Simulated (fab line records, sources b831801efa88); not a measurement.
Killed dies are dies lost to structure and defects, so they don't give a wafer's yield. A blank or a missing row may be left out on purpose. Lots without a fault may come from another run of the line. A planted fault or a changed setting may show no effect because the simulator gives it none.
Chamber matching | flow sky130 | SKY_LI_CONTACT_CMP_24 on cmp-02: 4 sister chambers
The step polishes, stops on PSG, t overpolish 20 s, target thk 0 nm. 8 wafers are shown with their chamber, then 9 later ones without.

WAFERS WITH THEIR CHAMBER
wafer  | chamber | motor_current_A (A) | time_to_endpoint_s (s)
L076.6 | 3       | 9.6                 | 87
L080.4 | 3       | 9.9                 | 95
L084.2 | 0       | 11.4                | 105
L086.2 | 1       | 12.6                | 98
L086.5 | 2       | 10.1                | 98
L087.1 | 0       | 11.1                | 99
L087.3 | 2       | 10.3                | 93
L087.5 | 1       | 12.7                | 95

WAFERS WITHOUT THEIR CHAMBER
wafer  | motor_current_A (A) | time_to_endpoint_s (s)
L090.1 | 11.9                | 100
L090.4 | 11.1                | 99
L090.5 | 12.7                | 100
L097.1 | 10.2                | 99
L097.2 | 9.9                 | 93
L097.4 | 12.3                | 97
L096.2 | 10.0                | 92
L096.3 | 11.1                | 101
L096.4 | 10.2                | 91

WHICH CHAMBER EACH WENT THROUGH
wafer  | from the rows above     | in truth
L090.1 | can't be placed: 0 or 1 | 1
L090.4 | 0                       | 0
L090.5 | 1                       | 1
L097.1 | 2                       | 2
L097.2 | can't be placed: 3 or 2 | 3
L097.4 | 1                       | 1
L096.2 | can't be placed: 2 or 3 | 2
L096.3 | 0                       | 0
L096.4 | can't be placed: 2 or 3 | 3
Placed correctly: 5 of 9. Can't be placed from these rows: 4 (the true chamber is among the candidates in 4). Placed wrongly: 0.
How it was worked out, from the rows above alone: a wafer's distance from a chamber is the root of the sum, over the readings, of the square of ((its reading less the chamber's mean) divided by the reading's scatter). The wafer belongs to the nearest chamber; if the next one is less than 2 further off, it can't be placed. A chamber's mean is the mean of its shown wafers. The scatter: the root of (the sum of the squares of (reading less its chamber's mean) over the shown wafers, divided by (wafers less chambers)).
